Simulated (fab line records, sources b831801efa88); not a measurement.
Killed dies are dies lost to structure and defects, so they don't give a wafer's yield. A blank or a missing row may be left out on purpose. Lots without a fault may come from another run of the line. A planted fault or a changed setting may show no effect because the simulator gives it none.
Which tool did it? | flow gf180mcu | 14 lots, 42 wafers sampled, at 4 steps of a route of 602

WHAT THE GAUGES READ, wafer by wafer
The record holds no reading of a measuring or inspecting step that can be judged against a usual standard deviation.

WHICH TOOL RAN EACH LOT (tool, then ch and the chambers of the sampled wafers, then the start)
lot  | GF_HV_LDD_IMPLANT_34            | GF_V3_CMP_26                  | GF_M4_SPUTTER_00             | GF_M4_SPUTTER_02
L510 | implanter-01 ch 0, day 11 13:47 | cmp-01 ch 0,1,2, day 22 14:29 | pvd_sputter-02, day 22 14:47 | pvd_sputter-02, day 22 14:55
L511 | implanter-03 ch 0, day 11 22:28 | cmp-02 ch 0,2,3, day 22 20:20 | pvd_sputter-03, day 22 20:32 | pvd_sputter-03, day 22 20:40
L512 | implanter-01 ch 0, day 12 07:21 | cmp-01 ch 1,2, day 23 08:04   | pvd_sputter-03, day 23 08:22 | pvd_sputter-03, day 23 08:29
L514 | implanter-04 ch 0, day 12 20:39 | cmp-01 ch 0,2,3, day 23 23:38 | pvd_sputter-02, day 23 23:56 | pvd_sputter-02, day 24 00:04
L515 | implanter-04 ch 0, day 13 04:15 | cmp-02 ch 1,2, day 24 07:55   | pvd_sputter-01, day 24 08:10 | pvd_sputter-01, day 24 08:18
L516 | implanter-04 ch 0, day 13 17:36 | cmp-02 ch 0,1,3, day 24 23:05 | pvd_sputter-02, day 24 23:23 | pvd_sputter-02, day 24 23:31
L524 | implanter-01 ch 0, day 16 08:01 | cmp-01 ch 1,2, day 27 12:26   | pvd_sputter-02, day 27 12:44 | pvd_sputter-02, day 27 12:52
L525 | implanter-01 ch 0, day 16 13:13 | cmp-01 ch 0,1,3, day 27 16:43 | pvd_sputter-03, day 27 16:52 | pvd_sputter-03, day 27 16:59
L528 | implanter-04 ch 0, day 17 09:18 | cmp-02 ch 0,1,3, day 28 08:53 | pvd_sputter-02, day 28 09:05 | pvd_sputter-02, day 28 09:13
L529 | implanter-04 ch 0, day 17 20:56 | cmp-02 ch 0,1,2, day 28 18:32 | pvd_sputter-03, day 28 18:41 | pvd_sputter-03, day 28 18:49
L530 | implanter-01 ch 0, day 18 11:44 | cmp-02 ch 0,3, day 29 07:09   | pvd_sputter-02, day 29 07:27 | pvd_sputter-02, day 29 07:35
L531 | implanter-03 ch 0, day 18 12:01 | cmp-01 ch 1,2,3, day 29 08:04 | pvd_sputter-01, day 29 08:16 | pvd_sputter-01, day 29 08:23
L532 | implanter-03 ch 0, day 18 22:05 | cmp-01 ch 0,1,3, day 29 16:18 | pvd_sputter-01, day 29 16:36 | pvd_sputter-01, day 29 16:44
L533 | implanter-04 ch 0, day 19 04:46 | cmp-01 ch 1,2,3, day 29 21:43 | pvd_sputter-03, day 29 22:01 | pvd_sputter-03, day 29 22:10
- GF_HV_LDD_IMPLANT_34
- GF_V3_CMP_26: polishes, stops on SiO2, t overpolish 15 s, target thk 0 nm.
- GF_M4_SPUTTER_00: material Ti, target thk 37.5 nm, time 150 s.
- GF_M4_SPUTTER_02: material AlCu, target thk 450 nm, time 23.9 s.

WHAT THE TOOLS THEMSELVES READ (means of the sampled wafers that have a number; where no wafer has one, the mark that the record gives instead)
GF_HV_LDD_IMPLANT_34.
lot  | tool         | dose_ions_cm2 | faraday_current_uA
L510 | implanter-01 | 7.492e+12     | 42.5
L511 | implanter-03 | 7.502e+12     | 41.9
L512 | implanter-01 | 7.498e+12     | 42.3
L514 | implanter-04 | 7.510e+12     | 41.8
L515 | implanter-04 | 8.230e+12     | 46.9
L516 | implanter-04 | 8.232e+12     | 45.8
L524 | implanter-01 | 7.492e+12     | 42.4
L525 | implanter-01 | 7.503e+12     | 42.6
L528 | implanter-04 | 7.499e+12     | 41.6
L529 | implanter-04 | 7.493e+12     | 42.5
L530 | implanter-01 | 7.510e+12     | 42.7
L531 | implanter-03 | 7.497e+12     | 41.5
L532 | implanter-03 | 7.496e+12     | 43.1
L533 | implanter-04 | 7.492e+12     | 42.2

GF_V3_CMP_26.
lot  | tool   | motor_current_A (A) | overpolish_run_s (s) | platen_rpm (rpm) | time_to_endpoint_s (s)
L510 | cmp-01 | 12.1                | 15.010               | 60.03            | 88
L511 | cmp-02 | 10.6                | 14.999               | 60.00            | 81
L512 | cmp-01 | 11.3                | 15.001               | 60.01            | 83
L514 | cmp-01 | 11.5                | 15.003               | 59.97            | 83
L515 | cmp-02 | 10.0                | 14.998               | 60.03            | 81
L516 | cmp-02 | 10.7                | 14.998               | 60.00            | 82
L524 | cmp-01 | 11.6                | 15.000               | 60.01            | 79
L525 | cmp-01 | 11.8                | 15.002               | 60.02            | 86
L528 | cmp-02 | 11.0                | 15.008               | 59.98            | 81
L529 | cmp-02 | 10.0                | 15.002               | 60.01            | 84
L530 | cmp-02 | 10.9                | 15.000               | 60.02            | 83
L531 | cmp-01 | 11.2                | 14.997               | 60.03            | 84
L532 | cmp-01 | 11.6                | 15.007               | 60.00            | 87
L533 | cmp-01 | 11.7                | 14.998               | 60.03            | 83

GF_M4_SPUTTER_00.
lot  | tool           | throttle_valve_pct (%)
L510 | pvd_sputter-02 | 30.0
L511 | pvd_sputter-03 | 31.0
L512 | pvd_sputter-03 | 28.6
L514 | pvd_sputter-02 | 29.6
L515 | pvd_sputter-01 | 29.0
L516 | pvd_sputter-02 | 29.6
L524 | pvd_sputter-02 | 29.7
L525 | pvd_sputter-03 | 29.3
L528 | pvd_sputter-02 | 29.7
L529 | pvd_sputter-03 | 31.3
L530 | pvd_sputter-02 | 30.0
L531 | pvd_sputter-01 | 30.0
L532 | pvd_sputter-01 | 31.3
L533 | pvd_sputter-03 | 29.4

GF_M4_SPUTTER_02.
lot  | tool           | throttle_valve_pct (%)
L510 | pvd_sputter-02 | 30.0
L511 | pvd_sputter-03 | 31.0
L512 | pvd_sputter-03 | 28.5
L514 | pvd_sputter-02 | 29.5
L515 | pvd_sputter-01 | 29.0
L516 | pvd_sputter-02 | 29.5
L524 | pvd_sputter-02 | 29.7
L525 | pvd_sputter-03 | 29.4
L528 | pvd_sputter-02 | 29.5
L529 | pvd_sputter-03 | 31.2
L530 | pvd_sputter-02 | 30.1
L531 | pvd_sputter-01 | 30.1
L532 | pvd_sputter-01 | 31.2
L533 | pvd_sputter-03 | 29.1

THE ANSWER, worked out from the rows above alone
Rule: what is usual is taken from the lots themselves. Put in order of their means at a reading, lots are off if they are a third of the lots or fewer, leave a main group of 4 or more, and stand apart from it by a gap of 3 or more times the standard deviation of the main group's means; of several such gaps the widest counts. A main group whose means are all the same, to the digits that the tables above print for the reading, isn't used. A lot without any number at a reading at which 4 lots or more have one is off too. The other lots that the step has rows for count as sound. The gauges are gone through in route order, then the tools' own readings, and for those a lot's mean is taken as printed above. The first step at which some lot is off is used, and at that step the reading that is off furthest; a lot without a number counts as furthest.
Off: L515, L516, at GF_HV_LDD_IMPLANT_34 (dose_ions_cm2). The main group: mean 7.499e+12, standard deviation 6.2e+09.
A tool fits if, at that step or a process step before it, it ran every lot that is off, and no sound lot after the first of them. None of those tried fits.

WHAT THE SIMULATOR HAD PUT IN
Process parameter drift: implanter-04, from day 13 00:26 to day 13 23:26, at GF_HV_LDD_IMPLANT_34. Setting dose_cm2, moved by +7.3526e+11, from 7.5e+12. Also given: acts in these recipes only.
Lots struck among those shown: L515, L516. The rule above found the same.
